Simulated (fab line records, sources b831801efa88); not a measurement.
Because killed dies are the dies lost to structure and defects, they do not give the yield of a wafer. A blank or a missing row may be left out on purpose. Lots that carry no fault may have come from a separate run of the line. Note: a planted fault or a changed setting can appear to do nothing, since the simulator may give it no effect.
fab line records | flow sky130
[record] lots = 13 wafers = 39 lastDay = 50
route steps=708 shown SONOS_TUNNEL@161 LDD_HVN@276 LDD_HVP@281 POLY_CUT@316 PAD_OPEN@708
lots with no fault: from the same line, run without faults
startH: the number of hours between the record's first day and the start of the first shown wafer of the lot | waitH: how many hours have passed since the lot's step before this one | " unchanged from the row above | L1.1+2: a single row standing in for several wafers | - no value, or no start given | * or withheld: withheld | < > ~ a bound
route shown NAME@n: NAME is a module with steps in the file, n the number in the route of the first one | usual: mean/standard deviation of fault-free wafers | same: alike in all rows | chamber/n: place in a boat | sites: each site's reading | _std_site: their standard deviation | _edge_site: outer sites' mean less inner sites' | radiusMm: how far each site lies from the wafer's centre | mask NAME#n: copy n | behind: tool/chamber where the wafer was last shaped | hold: why the lot went on hold/how many hours it stayed there/how the hold came to an end | device: transistor that didn't switch, given as n, p or np | end of line: the tests these same wafers got at the end of their route | for a step that has no rows: nothing shown but its recipe | killed: not the wafer's yield, but the dies lost to structure and defects at the first sort | map: a wafer's dies, x killed, . not, _ none there
set.NAME: the setting that was run; set.NAME@STEP: the one run at that earlier step | model.NAME: the simulator's own value behind a step, which no gauge read
the route's steps for a sample of lots (tables are steps, rows are wafers)
services: a tool's chamber out of use, with start hour (startH, from the record's first day; less than 0 if before it), hours out, and reason
[[steps]]
[step SKY_SONOS_TUNNEL_CD_MEAS_07]
[recipe] targetCdNm = 410
[usual] cdNm = 410.0/2.2
// columns lot.wafer tool chamber startH waitH cdNm
L414.1 cdSem-02 - 271.51 0.1 413.0
L414.2 " - " " 412.1
L414.3 " - " " 411.6
L415.3 cdSem-01 - 276.20 0.1 410.0
L415.4 " - " " 408.3
L415.5 " - " " 410.4
L416.2 cdSem-02 - 282.85 0.1 412.2
L416.4 " - " " 411.8
L416.6 " - " " 410.5
L417.3 cdSem-01 - 294.45 0.1 408.8
L417.5 " - " " 409.0
L417.6 " - " " 408.8
L419.2 cdSem-02 - 305.48 0.1 409.3
L419.3 " - " " 409.8
L419.6 " - " " 408.5
L423.1 cdSem-01 - 334.86 0.1 410.8
L423.2 " - " " 410.6
L423.3 " - " " 410.3
L424.1 cdSem-02 - 341.26 0.1 408.5
L424.3 " - " " 409.4
L424.5 " - " " 408.6
L429.2 cdSem-02 - 376.08 0.1 409.7
L429.5 " - " " 408.8
L429.6 " - " " 409.0
L430.2 cdSem-01 - 388.43 0.1 408.2
L430.5 " - " " 408.1
L430.6 " - " " 410.8
L431.2 cdSem-01 - 390.63 0.1 410.7
L431.3 " - " " 410.3
L431.6 " - " " 411.1
L432.2 cdSem-01 - 405.55 0.2 413.4
L432.3 " - " " 415.0
L432.4 " - " " 414.6
L433.2 cdSem-01 - 416.38 0.1 407.6
L433.5 " - " " 408.0
L433.6 " - " " 408.0
L435.1 cdSem-02 - 430.56 0.1 411.0
L435.3 " - " " 411.1
L435.6 " - " " 409.1
[step SKY_LDD_HVN_STRIP_09]
[recipe] chemistry = O2/N2 powerW = 1400 pressureMtorr = 1500 platenTempC = withheld o2FlowSccm = 3000 n2FlowSccm = 300 overashFraction = 0.5
[usual] drypumpMotorCurrentA = 5.8/0.55 oesProductAu = 0.408/0.0047 stripTimeToEndpointS = 4.132/0.015
// columns lot.wafer tool chamber startH waitH drypumpMotorCurrentA oesProductAu rfHoursCounterH stripTimeToEndpointS
L414.1 plasmaAsher-04 1 492.04 0.1 5.6 0.410 68 4.138
L414.2 " 0 " " 5.9 0.405 68 4.124
L414.3 " 1 " " 5.6 0.405 - 4.121
L415.3 plasmaAsher-01 1 497.11 0.1 6.7 0.409 - 4.131
L415.4 " 0 " " 5.6 0.404 - 4.126
L415.5 " 0 " " 5.6 0.406 - 4.128
L416.2 plasmaAsher-04 1 504.38 0.1 5.6 0.402 69 4.120
L416.4 " 0 " " 5.9 0.414 - 4.144
L416.6 " 1 " " 5.6 0.410 - 4.116
L417.3 plasmaAsher-02 0 509.56 0.1 6.1 0.409 - 4.109
L417.5 " 0 " " 6.0 0.414 - 4.125
L417.6 " 1 " " 5.0 0.405 - 4.127
L419.2 plasmaAsher-02 1 529.14 0.1 4.9 0.402 9 4.125
L419.3 " 1 " " 5.0 0.407 - 4.122
L419.6 " 0 " " 6.0 0.413 - 4.126
L423.1 plasmaAsher-02 1 564.26 0.1 5.0 0.404 13 4.105
L423.2 " 0 " " 6.0 0.408 13 4.119
L423.3 " 1 " " 5.0 0.410 - 4.113
L424.1 plasmaAsher-04 1 567.26 0.1 5.6 0.413 76 4.095
L424.3 " 0 " " 5.9 0.414 - 4.116
L424.5 " 1 " " 5.6 0.404 - 4.128
L429.2 plasmaAsher-01 1 603.58 0.1 6.7 0.417 88 4.122
L429.5 " 0 " " 5.6 0.405 - 4.139
L429.6 " 1 " " 6.7 0.407 - 4.111
L430.2 plasmaAsher-02 0 619.26 0.1 6.0 0.406 19 4.139
L430.5 " 1 " " 4.9 0.412 - 4.130
L430.6 " 0 " " 6.0 0.413 - 4.144
L431.2 plasmaAsher-02 1 622.59 0.1 5.0 0.408 19 4.157
L431.3 " 1 " " 5.0 0.411 - 4.146
L431.6 " 1 " " 5.0 0.409 - 4.186
L432.2 plasmaAsher-04 1 634.83 0.1 5.6 0.403 83 4.108
L432.3 " 1 " " 5.6 0.403 - 4.111
L432.4 " 0 " " 5.9 0.405 - 4.096
L433.2 plasmaAsher-01 0 642.89 0.1 5.6 0.411 90 4.140
L433.5 " 0 " " 5.6 0.406 - 4.126
L433.6 " 1 " " 6.7 0.405 - 4.118
L435.1 plasmaAsher-02 0 652.48 0.1 6.0 0.408 23 4.159
L435.3 " 1 " " 5.0 0.404 - 4.137
L435.6 " 0 " " 6.0 0.413 - 4.146
[step SKY_LDD_HVP_SOFTBAKE_03]
[recipe] tempC = 90 timeS = 60 resist = NOVOLAK
[usual] heaterPowerTotalW = 56.60/0.049 plateTempC = 90.00/0.13
// columns lot.wafer tool chamber startH waitH heaterPowerTotalW plateTempC
L414.1 lithoTrack-02 0 506.88 0.1 56.59 89.89
L414.2 " 0 " " 56.65 89.88
L414.3 " 0 " " 56.61 90.03
L415.3 lithoTrack-04 0 512.21 0.1 56.61 89.73
L415.4 " 0 " " 56.61 89.95
L415.5 " 0 " " 56.59 89.88
L416.2 lithoTrack-02 0 520.20 0.1 56.54 90.16
L416.4 " 0 " " 56.63 90.15
L416.6 " 0 " " 56.62 90.28
L417.3 lithoTrack-03 0 525.01 0.1 56.63 90.03
L417.5 " 0 " " 56.59 90.26
L417.6 " 0 " " 56.58 89.98
L419.2 lithoTrack-03 0 543.68 0.1 56.55 89.86
L419.3 " 0 " " 56.65 89.84
L419.6 " 0 " " 56.67 89.96
L423.1 lithoTrack-03 0 579.91 0.1 57.47 90.81
L423.2 " 0 " " 57.36 90.94
L423.3 " 0 " " 57.39 90.71
L424.1 lithoTrack-03 0 583.01 0.1 57.36 90.81
L424.3 " 0 " " 57.37 90.69
L424.5 " 0 " " 57.38 90.84
L429.2 lithoTrack-04 0 618.48 0.1 56.66 89.71
L429.5 " 0 " " 56.60 89.95
L429.6 " 0 " " 56.57 89.87
L430.2 lithoTrack-04 0 633.53 0.1 56.59 89.95
L430.5 " 0 " " 56.59 90.13
L430.6 " 0 " " 56.56 89.94
L431.2 lithoTrack-02 0 636.15 0.1 56.64 90.12
L431.3 " 0 " " 56.58 90.02
L431.6 " 0 " " 56.60 89.98
L432.2 lithoTrack-04 0 649.53 0.1 56.46 90.06
L432.3 " 0 " " 56.44 90.22
L432.4 " 0 " " 56.53 90.19
L433.2 lithoTrack-04 0 656.38 0.1 56.56 90.07
L433.5 " 0 " " 56.63 90.03
L433.6 " 0 " " 56.60 90.14
L435.1 lithoTrack-03 0 666.56 0.1 56.64 89.97
L435.3 " 0 " " 56.52 89.98
L435.6 " 0 " " 56.67 89.86
[step SKY_POLY_CUT_OVL_MEAS_09]
[usual] POLY_CUT_OVL = 1/5.2
// columns lot.wafer tool chamber startH waitH POLY_CUT_OVL[nm]
L414.1 overlay-01 - 583.96 0.1 4
L414.2 " - " " 7
L414.3 " - " " 3
L415.3 overlay-01 - 589.89 0.1 0
L415.4 " - " " -5
L415.5 " - " " -7
L416.2 overlay-02 - 595.68 0.1 -1
L416.4 " - " " 5
L416.6 " - " " -1
L417.3 overlay-02 - 599.91 0.1 6
L417.5 " - " " 7
L417.6 " - " " 0
L419.2 overlay-02 - 619.55 0.1 8
L419.3 " - " " 5
L419.6 " - " " -5
L423.1 overlay-02 - 653.56 0.1 1
L423.2 " - " " -1
L423.3 " - " " 7
L424.1 overlay-02 - 656.80 0.1 10
L424.3 " - " " 6
L424.5 " - " " 10
L429.2 overlay-02 - 693.13 0.1 -1
L429.5 " - " " 0
L429.6 " - " " 2
L430.2 overlay-02 - 709.83 0.1 2
L430.5 " - " " 2
L430.6 " - " " 1
L431.2 overlay-02 - 711.97 0.1 -2
L431.3 " - " " 0
L431.6 " - " " -3
L432.2 overlay-02 - 723.11 0.1 1
L432.3 " - " " -1
L432.4 " - " " 0
L433.2 overlay-02 - 729.68 0.1 6
L433.5 " - " " 4
L433.6 " - " " 6
L435.1 overlay-01 - 740.10 0.1 8
L435.3 " - " " 3
L435.6 " - " " 1
[step SKY_PAD_OPEN_PROBE_99]
[usual] killed_at_M0_to_M3 = 42/6.8 killed_at_M4_up = 3.4/1.8 killedAtContacts = 25/5.7 killedAtFrontEnd = 16/4.8 killedAtOther = 0.2/0.39 killedDies = 87/9.6 killedOpen = 47/6.9 killedShort = 40/6.3
[same] grossDies = 492 killedAtBackSide = 0
// columns lot.wafer tool chamber startH waitH killed_at_M0_to_M3 killed_at_M4_up killedAtContacts killedAtFrontEnd killedAtOther killedDies killedOpen killedShort
L414.1 prober-02 - 1094.03 0.1 37 3 25 17 0 82 39 43
L414.2 prober-02 - 1094.08 0.1 44 3 32 17 0 96 43 53
L414.3 prober-02 - 1094.13 0.2 45 9 27 26 0 107 58 49
L415.3 prober-02 - 1099.03 0.2 31 3 29 22 0 85 49 36
L415.4 prober-02 - 1099.08 0.2 52 2 22 15 0 91 47 44
L415.5 prober-02 - 1099.13 0.2 50 4 16 13 0 83 48 35
L416.2 prober-01 - 1102.53 0.1 43 6 18 16 0 83 51 32
L416.4 prober-01 - 1102.63 0.2 42 3 24 7 0 76 43 33
L416.6 prober-01 - 1102.73 0.2 38 4 35 19 1 97 45 52
L417.3 prober-01 - 1107.53 0.2 36 3 23 19 0 81 40 41
L417.5 prober-01 - 1107.63 0.2 39 7 19 21 1 87 41 46
L417.6 prober-01 - 1107.68 0.2 42 3 15 11 0 71 33 38
L419.2 prober-02 - 1118.53 0.1 40 3 28 11 0 82 42 40
L419.3 prober-02 - 1118.58 0.2 29 4 20 18 0 71 36 35
L419.6 prober-02 - 1118.73 0.2 42 2 26 24 0 94 63 31
L423.1 prober-02 - 1145.28 0.1 42 1 14 13 0 70 42 28
L423.2 prober-02 - 1145.33 0.1 36 1 30 20 0 87 49 38
L423.3 prober-02 - 1145.38 0.2 41 4 26 12 1 84 48 36
L424.1 prober-01 - 1146.27 0.1 51 2 25 15 0 93 51 42
L424.3 prober-01 - 1146.37 0.2 33 3 23 11 0 70 40 30
L424.5 prober-01 - 1146.47 0.2 50 5 31 13 0 99 59 40
L429.2 prober-02 - 1168.53 0.1 51 1 24 18 0 94 55 39
L429.5 prober-02 - 1168.68 0.2 48 3 27 16 0 94 60 34
L429.6 prober-02 - 1168.73 0.2 52 2 27 29 1 111 70 41
L430.2 prober-01 - 1176.94 0.1 32 0 24 17 0 73 44 29
L430.5 prober-01 - 1177.09 0.2 42 0 18 11 0 71 39 32
L430.6 prober-01 - 1177.14 0.2 32 5 23 23 1 84 44 40
L431.2 prober-02 - 1179.06 0.1 45 2 22 11 1 81 47 34
L431.3 prober-02 - 1179.11 0.2 46 4 31 10 0 91 42 49
L431.6 prober-02 - 1179.26 0.2 39 5 34 10 0 88 47 41
L432.2 prober-01 - 1186.14 0.1 49 4 27 19 0 99 51 48
L432.3 prober-01 - 1186.19 0.2 37 5 31 12 1 86 47 39
L432.4 prober-01 - 1186.24 0.2 41 0 32 17 0 90 50 40
L433.2 prober-02 - 1189.52 0.1 37 5 31 16 0 89 41 48
L433.5 prober-02 - 1189.67 0.2 49 4 22 26 0 101 53 48
L433.6 prober-02 - 1189.72 0.2 34 4 27 9 1 75 45 30
L435.1 prober-02 - 1195.00 0.1 30 3 25 18 1 77 38 39
L435.3 prober-02 - 1195.10 0.2 44 5 16 17 1 83 46 37
L435.6 prober-02 - 1195.25 0.2 39 6 29 9 0 83 44 39
// killed by level:class
L414.1 CONTACT:geometricParticle:open=8 METAL1:geometricParticle:short=8 LI_CONTACT:geometricParticle:open=7 VIA1:geometricParticle:open=7 VIA3:geometricParticle:open=7 CONTACT:geometricParticle:short=5 FIELD_ISO:geometricParticle:short=4 FIELD_ISO:geometricParticle:open=4
L414.2 CONTACT:geometricParticle:open=13 METAL1:geometricParticle:short=9 VIA1:geometricParticle:open=8 FIELD_ISO:geometricParticle:short=7 LI_CONTACT:geometricParticle:open=7 CONTACT:geometricParticle:short=5 VIA2:geometricParticle:open=5 VIA1:geometricParticle:short=4
L414.3 CONTACT:geometricParticle:open=11 VIA1:geometricParticle:open=10 FIELD_ISO:geometricParticle:short=6 FIELD_ISO:geometricParticle:open=6 POLY_GATE:geometricParticle:open=6 VIA2:geometricParticle:open=6 METAL1:geometricParticle:short=6 METAL4:geometricParticle:short=6
L415.3 CONTACT:geometricParticle:open=12 VIA3:geometricParticle:open=8 METAL2:geometricParticle:short=7 FIELD_ISO:geometricParticle:open=6 LI_CONTACT:geometricParticle:open=6 FIELD_ISO:geometricParticle:short=5 LOCAL_INTERCONNECT:geometricParticle:short=5 VIA1:geometricParticle:open=5
L415.4 VIA2:geometricParticle:short=10 VIA3:geometricParticle:open=9 VIA1:geometricParticle:open=8 VIA2:geometricParticle:open=7 LI_CONTACT:geometricParticle:open=6 CONTACT:geometricParticle:open=5 METAL2:geometricParticle:short=5 VIA3:geometricParticle:short=5
L415.5 VIA1:geometricParticle:open=10 VIA3:geometricParticle:open=10 METAL3:geometricParticle:short=6 CONTACT:geometricParticle:open=6 METAL2:geometricParticle:short=6 VIA2:geometricParticle:open=6 FIELD_ISO:geometricParticle:open=4 LI_CONTACT:geometricParticle:open=4
L416.2 VIA1:geometricParticle:open=16 LI_CONTACT:geometricParticle:open=9 VIA2:geometricParticle:open=6 FIELD_ISO:geometricParticle:short=5 CONTACT:geometricParticle:open=5 METAL2:geometricParticle:short=5 METAL3:geometricParticle:short=5 METAL4:geometricParticle:short=4
L416.4 VIA1:geometricParticle:open=13 CONTACT:geometricParticle:open=10 LOCAL_INTERCONNECT:geometricParticle:short=6 METAL2:geometricParticle:short=5 VIA2:geometricParticle:open=5 VIA3:geometricParticle:open=5 METAL1:geometricParticle:short=4 METAL4:geometricParticle:short=3
L416.6 LI_CONTACT:geometricParticle:open=10 CONTACT:geometricParticle:open=10 FIELD_ISO:geometricParticle:short=9 METAL2:geometricParticle:short=8 VIA1:geometricParticle:open=6 LOCAL_INTERCONNECT:geometricParticle:short=6 METAL1:geometricParticle:short=6 LI_CONTACT:geometricParticle:short=4
L417.3 VIA1:geometricParticle:open=11 METAL1:geometricParticle:short=8 CONTACT:geometricParticle:open=8 POLY_GATE:geometricParticle:short=6 LOCAL_INTERCONNECT:geometricParticle:short=5 CONTACT:geometricParticle:short=5 FIELD_ISO:geometricParticle:short=4 POLY_GATE:geometricParticle:open=4
L417.5 FIELD_ISO:geometricParticle:open=7 METAL4:geometricParticle:short=7 LI_CONTACT:geometricParticle:open=7 FIELD_ISO:geometricParticle:short=6 METAL1:geometricParticle:short=6 VIA1:geometricParticle:open=6 VIA3:geometricParticle:open=6 CONTACT:geometricParticle:open=5
L417.6 VIA1:geometricParticle:open=8 METAL1:geometricParticle:short=6 VIA2:geometricParticle:open=6 VIA3:geometricParticle:short=5 VIA3:geometricParticle:open=5 POLY_GATE:geometricParticle:open=4 LOCAL_INTERCONNECT:geometricParticle:short=4 CONTACT:geometricParticle:short=4
L419.2 CONTACT:geometricParticle:open=11 CONTACT:geometricParticle:short=8 VIA1:geometricParticle:open=8 LOCAL_INTERCONNECT:geometricParticle:short=6 VIA2:geometricParticle:open=6 FIELD_ISO:geometricParticle:open=4 METAL1:geometricParticle:short=4 VIA1:geometricParticle:short=4
L419.3 CONTACT:geometricParticle:open=9 FIELD_ISO:geometricParticle:open=7 VIA1:geometricParticle:open=7 POLY_GATE:geometricParticle:short=5 CONTACT:geometricParticle:short=5 LI_CONTACT:geometricParticle:open=4 VIA1:geometricParticle:short=4 METAL1:geometricParticle:short=4
L419.6 CONTACT:geometricParticle:open=12 VIA3:geometricParticle:open=11 VIA1:geometricParticle:open=10 FIELD_ISO:geometricParticle:open=7 VIA2:geometricParticle:open=7 POLY_GATE:geometricParticle:short=6 LI_CONTACT:geometricParticle:open=5 LOCAL_INTERCONNECT:geometricParticle:short=5
L423.1 VIA1:geometricParticle:open=9 CONTACT:geometricParticle:open=7 VIA3:geometricParticle:open=7 FIELD_ISO:geometricParticle:open=5 METAL2:geometricParticle:short=5 VIA2:geometricParticle:open=5 LI_CONTACT:geometricParticle:open=4 METAL1:geometricParticle:short=4
L423.2 CONTACT:geometricParticle:open=11 CONTACT:geometricParticle:short=9 VIA1:geometricParticle:open=9 VIA2:geometricParticle:open=7 POLY_GATE:geometricParticle:open=6 LI_CONTACT:geometricParticle:short=5 METAL1:geometricParticle:short=5 FIELD_ISO:geometricParticle:short=4
L423.3 CONTACT:geometricParticle:open=12 VIA1:geometricParticle:open=11 METAL2:geometricParticle:short=6 VIA3:geometricParticle:open=6 LI_CONTACT:geometricParticle:short=5 VIA2:geometricParticle:open=5 FIELD_ISO:geometricParticle:short=4 FIELD_ISO:geometricParticle:open=4
L424.1 VIA1:geometricParticle:open=15 CONTACT:geometricParticle:open=10 VIA2:geometricParticle:open=8 VIA3:geometricParticle:open=7 LOCAL_INTERCONNECT:geometricParticle:short=6 CONTACT:geometricParticle:short=5 VIA1:geometricParticle:short=5 METAL2:geometricParticle:short=5
L424.3 CONTACT:geometricParticle:open=8 VIA1:geometricParticle:open=8 LI_CONTACT:geometricParticle:open=6 METAL1:geometricParticle:short=5 VIA2:geometricParticle:open=5 VIA3:geometricParticle:open=5 CONTACT:geometricParticle:short=4 POLY_GATE:geometricParticle:open=3
L424.5 VIA1:geometricParticle:open=11 LI_CONTACT:geometricParticle:open=11 CONTACT:geometricParticle:open=11 METAL1:geometricParticle:short=8 VIA2:geometricParticle:open=7 VIA3:geometricParticle:open=6 METAL2:geometricParticle:short=5 POLY_GATE:geometricParticle:open=4
L429.2 VIA1:geometricParticle:open=15 CONTACT:geometricParticle:open=10 VIA1:geometricParticle:short=9 METAL1:geometricParticle:short=6 VIA2:geometricParticle:open=6 VIA3:geometricParticle:open=6 FIELD_ISO:geometricParticle:open=5 FIELD_ISO:geometricParticle:short=5
L429.5 VIA1:geometricParticle:open=18 CONTACT:geometricParticle:open=13 VIA3:geometricParticle:open=8 LI_CONTACT:geometricParticle:open=7 METAL1:geometricParticle:short=5 VIA2:geometricParticle:open=5 FIELD_ISO:geometricParticle:short=4 VIA3:geometricParticle:short=4
L429.6 CONTACT:geometricParticle:open=13 VIA1:geometricParticle:open=12 FIELD_ISO:geometricParticle:open=11 VIA3:geometricParticle:open=11 LI_CONTACT:geometricParticle:open=10 METAL2:geometricParticle:short=7 VIA1:geometricParticle:short=6 FIELD_ISO:geometricParticle:short=5
L430.2 CONTACT:geometricParticle:open=9 VIA2:geometricParticle:open=9 LI_CONTACT:geometricParticle:open=7 VIA3:geometricParticle:short=5 FIELD_ISO:geometricParticle:open=4 FIELD_ISO:geometricParticle:short=4 POLY_GATE:geometricParticle:open=4 METAL1:geometricParticle:short=4
L430.5 VIA1:geometricParticle:open=13 CONTACT:geometricParticle:open=8 VIA1:geometricParticle:short=6 VIA3:geometricParticle:open=6 POLY_GATE:geometricParticle:short=4 METAL3:geometricParticle:short=4 LOCAL_INTERCONNECT:geometricParticle:short=4 VIA2:geometricParticle:open=4
L430.6 CONTACT:geometricParticle:open=10 VIA1:geometricParticle:open=8 LI_CONTACT:geometricParticle:open=7 SPACER:geometricParticle:short=6 FIELD_ISO:geometricParticle:short=5 METAL4:geometricParticle:short=5 FIELD_ISO:geometricParticle:open=4 POLY_GATE:geometricParticle:short=4
L431.2 VIA2:geometricParticle:open=10 VIA3:geometricParticle:open=9 CONTACT:geometricParticle:open=8 CONTACT:geometricParticle:short=6 VIA1:geometricParticle:open=6 POLY_GATE:geometricParticle:short=5 VIA1:geometricParticle:short=5 LI_CONTACT:geometricParticle:open=4
L431.3 CONTACT:geometricParticle:open=13 VIA1:geometricParticle:open=8 VIA2:geometricParticle:short=7 LOCAL_INTERCONNECT:geometricParticle:short=6 METAL2:geometricParticle:open=6 CONTACT:geometricParticle:short=6 VIA2:geometricParticle:open=6 METAL1:geometricParticle:short=5
L431.6 VIA1:geometricParticle:open=11 CONTACT:geometricParticle:open=10 CONTACT:geometricParticle:short=7 LI_CONTACT:geometricParticle:open=6 METAL1:geometricParticle:short=6 VIA2:geometricParticle:open=6 LOCAL_INTERCONNECT:geometricParticle:short=5 VIA1:geometricParticle:short=5
L432.2 CONTACT:geometricParticle:open=14 METAL2:geometricParticle:short=11 VIA3:geometricParticle:open=9 FIELD_ISO:geometricParticle:open=6 POLY_GATE:geometricParticle:short=6 LI_CONTACT:geometricParticle:open=6 VIA1:geometricParticle:open=6 FIELD_ISO:geometricParticle:short=5
L432.3 LI_CONTACT:geometricParticle:open=11 CONTACT:geometricParticle:open=10 VIA1:geometricParticle:short=6 CONTACT:geometricParticle:short=6 VIA1:geometricParticle:open=6 VIA3:geometricParticle:open=5 FIELD_ISO:geometricParticle:short=4 METAL1:geometricParticle:short=4
L432.4 VIA1:geometricParticle:open=11 LI_CONTACT:geometricParticle:open=9 CONTACT:geometricParticle:open=8 CONTACT:geometricParticle:short=7 LOCAL_INTERCONNECT:geometricParticle:short=5 METAL2:geometricParticle:short=5 POLY_GATE:geometricParticle:short=4 METAL2:geometricParticle:open=4
L433.2 VIA1:geometricParticle:open=9 LI_CONTACT:geometricParticle:open=8 LOCAL_INTERCONNECT:geometricParticle:short=8 POLY_GATE:geometricParticle:short=6 METAL1:geometricParticle:short=6 METAL2:geometricParticle:short=6 LI_CONTACT:geometricParticle:short=5 CONTACT:geometricParticle:open=5
L433.5 VIA1:geometricParticle:open=13 FIELD_ISO:geometricParticle:short=7 FIELD_ISO:geometricParticle:open=7 LI_CONTACT:geometricParticle:open=7 METAL2:geometricParticle:short=6 VIA3:geometricParticle:short=6 POLY_GATE:geometricParticle:open=5 VIA3:geometricParticle:open=5
L433.6 CONTACT:geometricParticle:open=12 LI_CONTACT:geometricParticle:open=10 VIA3:geometricParticle:open=6 VIA1:geometricParticle:open=5 METAL1:geometricParticle:short=4 METAL2:geometricParticle:short=4 VIA2:geometricParticle:short=4 VIA2:geometricParticle:open=3
L435.1 FIELD_ISO:geometricParticle:open=7 LI_CONTACT:geometricParticle:open=6 LOCAL_INTERCONNECT:geometricParticle:short=6 CONTACT:geometricParticle:open=6 VIA1:geometricParticle:open=5 VIA2:geometricParticle:open=5 FIELD_ISO:geometricParticle:short=4 CONTACT:geometricParticle:short=4
L435.3 VIA1:geometricParticle:open=10 VIA3:geometricParticle:open=8 FIELD_ISO:geometricParticle:open=7 METAL1:geometricParticle:short=6 VIA2:geometricParticle:open=6 LOCAL_INTERCONNECT:geometricParticle:short=5 LI_CONTACT:geometricParticle:open=4 CONTACT:geometricParticle:open=4
L435.6 VIA1:geometricParticle:open=10 CONTACT:geometricParticle:open=8 VIA2:geometricParticle:open=7 LI_CONTACT:geometricParticle:open=6 CONTACT:geometricParticle:short=6 METAL2:geometricParticle:short=6 VIA3:geometricParticle:open=5 METAL4:geometricParticle:short=5
[[services]]
// columns tool chamber startH hours kind
plasmaAsher-01 - 468.41 0.8 repair
plasmaAsher-02 - 478.23 3.8 repair
plasmaAsher-04 - 479.54 2.8 pm
plasmaAsher-02 - 491.20 1.4 repair
plasmaAsher-01 - 563.37 4.4 repair
plasmaAsher-01 - 590.48 0.6 repair
plasmaAsher-01 - 608.89 18.9 repair
plasmaAsher-02 - 611.59 2.8 pm
plasmaAsher-01 - 619.80 1.5 repair
[[key]]
[firstSign] step = SKY_LDD_HVP_SOFTBAKE_03 reading = heaterPowerTotalW direction = up sigmas = 16 usual = * struck = *
[effect] step = SKY_LDD_HVP_SOFTBAKE_03 reading = plateTempC direction = up sigmas = 6.2 usual = * struck = *
metAt SKY_LDD_HVP_SOFTBAKE_03
struckLots L423,L424
testerLeftOut L423,L424
notActingAt SKY_SONOS_TUNNEL_CD_MEAS_07,SKY_LDD_HVN_STRIP_09,SKY_POLY_CUT_OVL_MEAS_09
onsetBetween 543.68 579.91
[fault] kind = processParameterDrift tool = lithoTrack-03 chamber = - onsetH = 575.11 steps = SKY_LDD_HVP_SOFTBAKE_03 channel = tempC offset = * shape = step endH = 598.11 actsIn = * stated = *
// testerLeftOut: of these lots the tester's yield and bins aren't shown, on N5 and GAA mostly nor the transistor test; their killed dies are dies lost to structure and defects alone, not to doping, threshold or leakage, so they don't give the yield
